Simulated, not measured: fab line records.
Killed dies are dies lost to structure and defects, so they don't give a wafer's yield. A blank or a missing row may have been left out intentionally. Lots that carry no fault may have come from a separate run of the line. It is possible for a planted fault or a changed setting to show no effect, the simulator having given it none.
The tool behind it: which one? + flow gf180mcu + Sampling: 13 lots, 39 wafers, 4 of 602 route steps

== WHAT EACH GAUGE READ, for each wafer ==
GF_HV_LDD_OVL_MEAS_20. Usual: for HV_LDD_01_OVL the level is 0.8 nm and the standard deviation is 1.3.
| lot  | measured     | on         | HV_LDD_01_OVL (nm) | flag |
|------|--------------|------------|--------------------|------|
| L687 | day 10 19:07 | overlay-02 | -0.4 1.7 -0.9      |      |
| L688 | day 10 23:13 | overlay-01 | 0.3 -0.8 -1.9      |      |
| L690 | day 11 16:37 | overlay-02 | 0.4 1.8 1.3        |      |
| L691 | day 12 01:34 | overlay-01 | -0.5 -0.5 0.7      |      |
| L692 | day 12 13:28 | overlay-02 | 2.9 1.7 2.8        |      |
| L700 | day 14 22:04 | overlay-02 | 0.8 0.1 1.1        |      |
| L701 | day 15 04:01 | overlay-02 | 0.8 0.5 0.1        |      |
| L704 | day 16 02:04 | overlay-01 | 0.4 0.4 -0.7       |      |
| L705 | day 16 09:07 | overlay-02 | -0.1 -0.2 -0.9     |      |
| L706 | day 16 17:34 | overlay-02 | 1.4 2.5 -0.3       |      |
| L708 | day 17 09:28 | overlay-01 | 1.7 2.3 -0.4       |      |
| L709 | day 17 15:01 | overlay-01 | -0.3 0.0 0.8       |      |
| L710 | day 18 00:46 | overlay-01 | -1.5 0.1 -1.4      |      |

GF_HV_LDD_THK_MEAS_55. Usual: for HV_LDD_CVD_54_THK the level is 10.00 nm and the standard deviation is 0.14.
| lot  | measured     | on            | HV_LDD_CVD_54_THK (nm) | flag |
|------|--------------|---------------|------------------------|------|
| L687 | day 12 10:46 | film_metro-03 | 9.93 9.92 9.92         |      |
| L688 | day 12 16:31 | film_metro-03 | 10.12 10.12 10.15      |      |
| L690 | day 13 11:47 | film_metro-04 | 9.85 9.88 9.91         |      |
| L691 | day 13 19:44 | film_metro-04 | 9.91 9.86 9.81         |      |
| L692 | day 14 07:59 | film_metro-03 | 10.03 9.85 9.84        |      |
| L700 | day 16 20:37 | film_metro-02 | 9.79 9.84 9.92         |      |
| L701 | day 17 01:14 | film_metro-03 | 10.04 10.05 10.09      |      |
| L704 | day 18 01:56 | film_metro-04 | 10.18 10.26 10.19      |      |
| L705 | day 18 09:40 | film_metro-02 | 10.09 9.90 10.03       |      |
| L706 | day 18 18:29 | film_metro-04 | 10.02 10.07 9.97       |      |
| L708 | day 19 12:04 | film_metro-03 | 10.10 9.95 9.91        |      |
| L709 | day 19 17:44 | film_metro-04 | 10.22 10.10 10.16      |      |
| L710 | day 20 04:11 | film_metro-02 | 9.85 9.99 9.95         |      |

== WHICH TOOL RAN EACH LOT (tool, then ch and the chambers of the sampled wafers, then the start) ==
| lot  | GF_STI_STRIP_15                     | GF_NWELL_EXPOSE_04                 |
|------|-------------------------------------|------------------------------------|
| L687 | plasma_asher-04 ch 0,1, day 2 02:16 | iline_stepper-02 ch 0, day 3 03:37 |
| L688 | plasma_asher-04 ch 0,1, day 2 07:40 | iline_stepper-02 ch 0, day 3 06:05 |
| L690 | plasma_asher-04 ch 0,1, day 2 19:02 | iline_stepper-01 ch 0, day 3 17:59 |
| L691 | plasma_asher-01 ch 0,1, day 2 22:08 | iline_stepper-01 ch 0, day 3 22:07 |
| L692 | plasma_asher-02 ch 0,1, day 3 03:35 | iline_stepper-02 ch 0, day 4 04:40 |
| L700 | plasma_asher-04 ch 0,1, day 4 20:28 | iline_stepper-02 ch 0, day 6 01:05 |
| L701 | plasma_asher-02 ch 0,1, day 5 01:38 | iline_stepper-02 ch 0, day 6 06:14 |
| L704 | plasma_asher-04 ch 0,1, day 5 17:43 | iline_stepper-02 ch 0, day 6 21:01 |
| L705 | plasma_asher-04 ch 0,1, day 5 22:32 | iline_stepper-02 ch 0, day 7 01:38 |
| L706 | plasma_asher-01 ch 0,1, day 6 03:14 | iline_stepper-02 ch 0, day 7 05:41 |
| L708 | plasma_asher-01 ch 0,1, day 6 13:44 | iline_stepper-02 ch 0, day 7 17:28 |
| L709 | plasma_asher-02 ch 0,1, day 6 19:02 | iline_stepper-01 ch 0, day 7 23:19 |
| L710 | plasma_asher-01 ch 0,1, day 6 23:41 | iline_stepper-01 ch 0, day 8 03:44 |
- GF_STI_STRIP_15: strips in O2/N2.
- GF_NWELL_EXPOSE_04: exposes mask Nwell, target cd 860 nm.

== AS READ BY THE TOOLS THEMSELVES (means over the sampled wafers that have a number; for cases with no such wafer, the mark the record gives instead) ==
GF_STI_STRIP_15. Usual: drypump_motor_current_A 5.74 A, standard deviation 0.3; heater_power_w 330 W, standard deviation 18; oes_product_au 0.385 a.u., standard deviation 0.0049; strip_time_to_endpoint_s 3.73 s, standard deviation 0.035.
| lot  | tool            | drypump_motor_current_A (A) | heater_power_w (W) | oes_product_au (a.u.) | strip_time_to_endpoint_s (s) | flag |
|------|-----------------|-----------------------------|--------------------|-----------------------|------------------------------|------|
| L687 | plasma_asher-04 | 5.72                        | 334                | 0.381                 | 3.78                         |      |
| L688 | plasma_asher-04 | 5.46                        | 332                | 0.385                 | 3.75                         |      |
| L690 | plasma_asher-04 | 5.71                        | 337                | 0.385                 | 3.69                         |      |
| L691 | plasma_asher-01 | 5.85                        | 327                | 0.386                 | 3.75                         |      |
| L692 | plasma_asher-02 | 5.69                        | 330                | 0.386                 | 3.81                         |      |
| L700 | plasma_asher-04 | 5.69                        | 336                | 0.383                 | 3.73                         |      |
| L701 | plasma_asher-02 | 5.88                        | 323                | 0.383                 | 3.73                         |      |
| L704 | plasma_asher-04 | 5.46                        | 328                | 0.381                 | 3.73                         |      |
| L705 | plasma_asher-04 | 5.72                        | 330                | 0.384                 | 3.76                         |      |
| L706 | plasma_asher-01 | 5.88                        | 342                | 0.389                 | 3.79                         |      |
| L708 | plasma_asher-01 | 5.86                        | 328                | 0.382                 | 3.70                         |      |
| L709 | plasma_asher-02 | 5.88                        | 319                | 0.381                 | 3.74                         |      |
| L710 | plasma_asher-01 | 5.85                        | 335                | 0.389                 | 3.74                         |      |

GF_NWELL_EXPOSE_04. Usual: exposure_dose_mJ_cm2 260.03, standard deviation 0.23; stage_vel_mm_s 499.95 mm/s, standard deviation 0.25.
| lot  | tool             | exposure_dose_mJ_cm2 | stage_vel_mm_s (mm/s) | flag |
|------|------------------|----------------------|-----------------------|------|
| L687 | iline_stepper-02 | 260.14               | 499.86                |      |
| L688 | iline_stepper-02 | 260.02               | 499.82                |      |
| L690 | iline_stepper-01 | 260.03               | 499.73                |      |
| L691 | iline_stepper-01 | 260.22               | 499.85                |      |
| L692 | iline_stepper-02 | 259.90               | 499.63                |      |
| L700 | iline_stepper-02 | 260.02               | 500.06                |      |
| L701 | iline_stepper-02 | 259.87               | 500.18                |      |
| L704 | iline_stepper-02 | 260.28               | 500.08                |      |
| L705 | iline_stepper-02 | 259.93               | 499.85                |      |
| L706 | iline_stepper-02 | 260.00               | 500.26                |      |
| L708 | iline_stepper-02 | 259.89               | 499.89                |      |
| L709 | iline_stepper-01 | 260.00               | 500.18                |      |
| L710 | iline_stepper-01 | 259.93               | 500.06                |      |

== THE ANSWER, worked out from the rows above alone ==
Rule: lot off if the mean of its wafers having a number is beyond 3 standard deviations from the usual mean. A lot without any number at a reading at which 4 lots or more have one is off too. Where the step has rows for the other lots, those lots are counted as sound. After the gauges, taken in route order, come the tools' own readings; for these a lot's mean is taken, as printed above. The first step at which some lot is off is used, and at that step the reading that is off furthest; a lot without a number counts as furthest.
No lot is off on any of the readings shown, so nothing can be concluded from this.

== WHAT THE SIMULATOR PUT IN ==
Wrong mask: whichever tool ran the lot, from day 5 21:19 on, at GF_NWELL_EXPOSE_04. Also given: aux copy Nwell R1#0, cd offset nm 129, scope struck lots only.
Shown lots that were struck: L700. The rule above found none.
